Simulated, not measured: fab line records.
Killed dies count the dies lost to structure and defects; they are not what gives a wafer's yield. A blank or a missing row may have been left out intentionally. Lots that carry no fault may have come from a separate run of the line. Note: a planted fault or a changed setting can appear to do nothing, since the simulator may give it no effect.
What tool caused it? || flow gf180mcu || 12 lots, 36 wafers sampled, at 7 steps of a route of 602

== WHAT THE GAUGES READ, wafer by wafer ==
GF_MVSD_OVL_MEAS_07.
{"lot": "L423", "measured": "day 5 12:27", "on": "overlay-02", "MVSD_OVL (nm)": "1.2 0.4 0.9"}
{"lot": "L424", "measured": "day 5 14:03", "on": "overlay-01", "MVSD_OVL (nm)": "-0.7 -0.4 0.3"}
{"lot": "L428", "measured": "day 6 11:05", "on": "overlay-02", "MVSD_OVL (nm)": "-0.7 0.5 0.9"}
{"lot": "L430", "measured": "day 6 22:27", "on": "overlay-02", "MVSD_OVL (nm)": "0.0 -1.3 -0.6"}
{"lot": "L433", "measured": "day 7 13:25", "on": "overlay-01", "MVSD_OVL (nm)": "- - -"}
{"lot": "L434", "measured": "day 7 22:09", "on": "overlay-02", "MVSD_OVL (nm)": "- - -"}
{"lot": "L435", "measured": "day 8 06:43", "on": "overlay-01", "MVSD_OVL (nm)": "- - -"}
{"lot": "L439", "measured": "day 9 03:23", "on": "overlay-01", "MVSD_OVL (nm)": "1.7 1.6 -0.4"}
{"lot": "L440", "measured": "day 9 07:11", "on": "overlay-02", "MVSD_OVL (nm)": "-0.9 -1.0 0.7"}
{"lot": "L441", "measured": "day 9 11:09", "on": "overlay-01", "MVSD_OVL (nm)": "-2.4 -0.4 -0.9"}
{"lot": "L442", "measured": "day 9 19:29", "on": "overlay-01", "MVSD_OVL (nm)": "-1.6 -0.6 -1.7"}
{"lot": "L443", "measured": "day 9 23:57", "on": "overlay-01", "MVSD_OVL (nm)": "0.5 0.2 -0.5"}

GF_MVPSD_TW_MEAS_11.
{"lot": "L423", "measured": "day 6 03:51", "on": "filmMetro-03", "MVPSD_TW": "547 546 544"}
{"lot": "L424", "measured": "day 6 05:50", "on": "filmMetro-02", "MVPSD_TW": "554 554 556"}
{"lot": "L428", "measured": "day 7 03:03", "on": "filmMetro-03", "MVPSD_TW": "545 548 546"}
{"lot": "L430", "measured": "day 7 15:04", "on": "filmMetro-02", "MVPSD_TW": "553 553 549"}
{"lot": "L433", "measured": "day 8 06:09", "on": "filmMetro-04", "MVPSD_TW": "1606 1606 1611"}
{"lot": "L434", "measured": "day 8 15:35", "on": "filmMetro-02", "MVPSD_TW": "1608 1611 1619"}
{"lot": "L435", "measured": "day 9 00:17", "on": "filmMetro-04", "MVPSD_TW": "1598 1603 1598"}
{"lot": "L439", "measured": "day 9 21:29", "on": "filmMetro-02", "MVPSD_TW": "553 555 550"}
{"lot": "L440", "measured": "day 10 01:11", "on": "filmMetro-02", "MVPSD_TW": "556 556 559"}
{"lot": "L441", "measured": "day 10 05:22", "on": "filmMetro-04", "MVPSD_TW": "552 553 554"}
{"lot": "L442", "measured": "day 10 13:41", "on": "filmMetro-03", "MVPSD_TW": "543 540 540"}
{"lot": "L443", "measured": "day 10 18:01", "on": "filmMetro-03", "MVPSD_TW": "546 540 540"}

GF_VT_IMPLANT_TW_MEAS_10.
{"lot": "L423", "measured": "day 6 19:17", "on": "filmMetro-03", "VT_IMPLANT_TW": "554 560 558"}
{"lot": "L424", "measured": "day 6 21:50", "on": "filmMetro-01", "VT_IMPLANT_TW": "562 563 564"}
{"lot": "L428", "measured": "day 7 19:36", "on": "filmMetro-02", "VT_IMPLANT_TW": "564 562 565"}
{"lot": "L430", "measured": "day 8 07:26", "on": "filmMetro-01", "VT_IMPLANT_TW": "566 562 562"}
{"lot": "L433", "measured": "day 8 22:20", "on": "filmMetro-03", "VT_IMPLANT_TW": "1582 1573 1576"}
{"lot": "L434", "measured": "day 9 08:57", "on": "filmMetro-01", "VT_IMPLANT_TW": "1597 1606 1605"}
{"lot": "L435", "measured": "day 9 17:25", "on": "filmMetro-01", "VT_IMPLANT_TW": "1611 1607 1613"}
{"lot": "L439", "measured": "day 10 15:37", "on": "filmMetro-02", "VT_IMPLANT_TW": "563 564 565"}
{"lot": "L440", "measured": "day 10 19:26", "on": "filmMetro-02", "VT_IMPLANT_TW": "563 565 563"}
{"lot": "L441", "measured": "day 10 23:32", "on": "filmMetro-01", "VT_IMPLANT_TW": "561 562 562"}
{"lot": "L442", "measured": "day 11 07:44", "on": "filmMetro-03", "VT_IMPLANT_TW": "553 558 556"}
{"lot": "L443", "measured": "day 11 12:56", "on": "filmMetro-03", "VT_IMPLANT_TW": "553 558 556"}

GF_V1_RS_MEAS_24: uses a four-point probe to measure.
{"lot": "L423", "measured": "day 19 17:44", "on": "filmMetro-02", "V1_W_RS (ohm/sq)": "0.332 0.326 0.321"}
{"lot": "L424", "measured": "day 19 22:05", "on": "filmMetro-01", "V1_W_RS (ohm/sq)": "0.331 0.324 0.333"}
{"lot": "L428", "measured": "day 21 09:19", "on": "filmMetro-01", "V1_W_RS (ohm/sq)": "0.330 0.332 0.325"}
{"lot": "L430", "measured": "day 22 05:16", "on": "filmMetro-02", "V1_W_RS (ohm/sq)": "0.341 0.339 0.328"}
{"lot": "L433", "measured": "day 23 00:47", "on": "filmMetro-04", "V1_W_RS (ohm/sq)": "0.327 0.325 0.333"}
{"lot": "L434", "measured": "day 23 14:51", "on": "filmMetro-02", "V1_W_RS (ohm/sq)": "0.330 0.330 0.328"}
{"lot": "L435", "measured": "day 23 23:01", "on": "filmMetro-02", "V1_W_RS (ohm/sq)": "0.327 0.337 0.331"}
{"lot": "L439", "measured": "day 25 00:56", "on": "filmMetro-01", "V1_W_RS (ohm/sq)": "0.339 0.333 0.336"}
{"lot": "L440", "measured": "day 25 06:05", "on": "filmMetro-02", "V1_W_RS (ohm/sq)": "0.334 0.332 0.336"}
{"lot": "L441", "measured": "day 25 17:56", "on": "filmMetro-02", "V1_W_RS (ohm/sq)": "0.327 0.330 0.331"}
{"lot": "L442", "measured": "day 25 23:29", "on": "filmMetro-04", "V1_W_RS (ohm/sq)": "0.331 0.339 0.326"}
{"lot": "L443", "measured": "day 26 11:55", "on": "filmMetro-01", "V1_W_RS (ohm/sq)": "0.324 0.331 0.335"}

GF_V2_THK_MEAS_25: measures by xrf.
{"lot": "L423", "measured": "day 21 20:44", "on": "filmMetro-02", "V2_W_THK (nm)": "367 366 369"}
{"lot": "L424", "measured": "day 22 01:26", "on": "filmMetro-02", "V2_W_THK (nm)": "367 367 368"}
{"lot": "L428", "measured": "day 23 10:40", "on": "filmMetro-04", "V2_W_THK (nm)": "359 366 360"}
{"lot": "L430", "measured": "day 24 04:52", "on": "filmMetro-03", "V2_W_THK (nm)": "348 352 370"}
{"lot": "L433", "measured": "day 25 00:11", "on": "filmMetro-02", "V2_W_THK (nm)": "356 357 368"}
{"lot": "L434", "measured": "day 25 16:23", "on": "filmMetro-02", "V2_W_THK (nm)": "355 357 359"}
{"lot": "L435", "measured": "day 25 22:05", "on": "filmMetro-04", "V2_W_THK (nm)": "369 366 362"}
{"lot": "L439", "measured": "day 26 22:16", "on": "filmMetro-04", "V2_W_THK (nm)": "365 365 372"}
{"lot": "L440", "measured": "day 27 02:19", "on": "filmMetro-03", "V2_W_THK (nm)": "365 353 363"}
{"lot": "L441", "measured": "day 27 13:43", "on": "filmMetro-04", "V2_W_THK (nm)": "359 371 368"}
{"lot": "L442", "measured": "day 27 19:30", "on": "filmMetro-04", "V2_W_THK (nm)": "367 372 370"}
{"lot": "L443", "measured": "day 28 06:10", "on": "filmMetro-02", "V2_W_THK (nm)": "377 358 377"}

== TOOL THAT RAN EACH LOT (tool first, then ch and the chambers of the sampled wafers, then the start) ==
{"lot": "L423", "GF_MVSD_COAT_02": "lithoTrack-02 ch 0, day 5 05:34", "GF_M2_SPUTTER_03": "pvdSputter-02, day 19 18:22"}
{"lot": "L424", "GF_MVSD_COAT_02": "lithoTrack-02 ch 0, day 5 06:53", "GF_M2_SPUTTER_03": "pvdSputter-01, day 19 22:43"}
{"lot": "L428", "GF_MVSD_COAT_02": "lithoTrack-02 ch 0, day 6 03:32", "GF_M2_SPUTTER_03": "pvdSputter-02, day 21 10:11"}
{"lot": "L430", "GF_MVSD_COAT_02": "lithoTrack-01 ch 0, day 6 14:13", "GF_M2_SPUTTER_03": "pvdSputter-03, day 22 05:55"}
{"lot": "L433", "GF_MVSD_COAT_02": "lithoTrack-03, day 7 04:45", "GF_M2_SPUTTER_03": "pvdSputter-03, day 23 01:23"}
{"lot": "L434", "GF_MVSD_COAT_02": "lithoTrack-02, day 7 14:22", "GF_M2_SPUTTER_03": "pvdSputter-03, day 23 18:15"}
{"lot": "L435", "GF_MVSD_COAT_02": "lithoTrack-03, day 7 21:38", "GF_M2_SPUTTER_03": "pvdSputter-02, day 23 23:40"}
{"lot": "L439", "GF_MVSD_COAT_02": "lithoTrack-01 ch 0, day 8 18:30", "GF_M2_SPUTTER_03": "pvdSputter-01, day 25 01:34"}
{"lot": "L440", "GF_MVSD_COAT_02": "lithoTrack-03 ch 0, day 8 22:26", "GF_M2_SPUTTER_03": "pvdSputter-02, day 25 06:41"}
{"lot": "L441", "GF_MVSD_COAT_02": "lithoTrack-03 ch 0, day 9 02:55", "GF_M2_SPUTTER_03": "pvdSputter-01, day 25 18:34"}
{"lot": "L442", "GF_MVSD_COAT_02": "lithoTrack-02 ch 0, day 9 10:05", "GF_M2_SPUTTER_03": "pvdSputter-01, day 26 00:07"}
{"lot": "L443", "GF_MVSD_COAT_02": "lithoTrack-03 ch 0, day 9 15:22", "GF_M2_SPUTTER_03": "pvdSputter-02, day 26 12:32"}
- GF_MVSD_COAT_02: resist thk 3000 nm.
- GF_M2_SPUTTER_03: material Ti, target thk 10 nm, time 6.7 s.

== AS READ BY THE TOOLS THEMSELVES (means over the sampled wafers that have a number; for cases with no such wafer, the mark the record gives instead) ==
GF_MVSD_COAT_02.
{"lot": "L423", "tool": "lithoTrack-02", "chillPlateTempC (C)": 22.99, "dispensePressureKPa (kPa)": 56.1}
{"lot": "L424", "tool": "lithoTrack-02", "chillPlateTempC (C)": 23.06, "dispensePressureKPa (kPa)": 56.1}
{"lot": "L428", "tool": "lithoTrack-02", "chillPlateTempC (C)": 22.95, "dispensePressureKPa (kPa)": 56.1}
{"lot": "L430", "tool": "lithoTrack-01", "chillPlateTempC (C)": 23.00, "dispensePressureKPa (kPa)": 51.3}
{"lot": "L433", "tool": "lithoTrack-03", "chillPlateTempC (C)": "-", "dispensePressureKPa (kPa)": "-"}
{"lot": "L434", "tool": "lithoTrack-02", "chillPlateTempC (C)": "-", "dispensePressureKPa (kPa)": "-"}
{"lot": "L435", "tool": "lithoTrack-03", "chillPlateTempC (C)": "-", "dispensePressureKPa (kPa)": "-"}
{"lot": "L439", "tool": "lithoTrack-01", "chillPlateTempC (C)": 23.01, "dispensePressureKPa (kPa)": 51.3}
{"lot": "L440", "tool": "lithoTrack-03", "chillPlateTempC (C)": 22.96, "dispensePressureKPa (kPa)": 53.9}
{"lot": "L441", "tool": "lithoTrack-03", "chillPlateTempC (C)": 23.00, "dispensePressureKPa (kPa)": 53.8}
{"lot": "L442", "tool": "lithoTrack-02", "chillPlateTempC (C)": 23.01, "dispensePressureKPa (kPa)": 56.1}
{"lot": "L443", "tool": "lithoTrack-03", "chillPlateTempC (C)": 23.13, "dispensePressureKPa (kPa)": 53.8}

GF_M2_SPUTTER_03.
{"lot": "L423", "tool": "pvdSputter-02", "throttleValvePct (%)": 30.1}
{"lot": "L424", "tool": "pvdSputter-01", "throttleValvePct (%)": 29.5}
{"lot": "L428", "tool": "pvdSputter-02", "throttleValvePct (%)": 30.1}
{"lot": "L430", "tool": "pvdSputter-03", "throttleValvePct (%)": 30.4}
{"lot": "L433", "tool": "pvdSputter-03", "throttleValvePct (%)": 30.0}
{"lot": "L434", "tool": "pvdSputter-03", "throttleValvePct (%)": 31.1}
{"lot": "L435", "tool": "pvdSputter-02", "throttleValvePct (%)": 29.9}
{"lot": "L439", "tool": "pvdSputter-01", "throttleValvePct (%)": 29.6}
{"lot": "L440", "tool": "pvdSputter-02", "throttleValvePct (%)": 29.6}
{"lot": "L441", "tool": "pvdSputter-01", "throttleValvePct (%)": 29.4}
{"lot": "L442", "tool": "pvdSputter-01", "throttleValvePct (%)": 29.7}
{"lot": "L443", "tool": "pvdSputter-02", "throttleValvePct (%)": 30.3}

== THE ANSWER, worked out from the rows above alone ==
Rule: the lots themselves supply what counts as usual. The widest of any qualifying gaps counts: lots, ordered by their means at a reading, are off when they make up no more than a third of the lots, leave a main group of 4 or more, and stand apart from it by 3 or more times the standard deviation of that group's means. Not used: any main group whose means are identical at the precision the tables above print for the reading. A lot without any number at a reading at which 4 lots or more have one is off too. All remaining lots with rows at the step are treated as sound. The gauges are gone through in route order, then the tools' own readings, and for those a lot's mean is taken as printed above. The first step at which some lot is off is used, and at that step the reading that is off furthest; a lot without a number counts as furthest.
Off: at GF_MVSD_OVL_MEAS_07 (MVSD_OVL), L433, L434, L435. Without a number there: L433, L434, L435. The main group has a mean of -0.2 nm with a standard deviation of 0.76.
If a tool, at a process step before that reading, ran all the lots that are off and no sound lot after the first of them, it fits. The gauges at GF_MVSD_OVL_MEAS_07 aren't tried: what is off there is off at GF_MVPSD_TW_MEAS_11 too, on other tools, and a gauge's error can't cause that. None of those tried fits.

== WHAT WAS PUT IN BY THE SIMULATOR ==
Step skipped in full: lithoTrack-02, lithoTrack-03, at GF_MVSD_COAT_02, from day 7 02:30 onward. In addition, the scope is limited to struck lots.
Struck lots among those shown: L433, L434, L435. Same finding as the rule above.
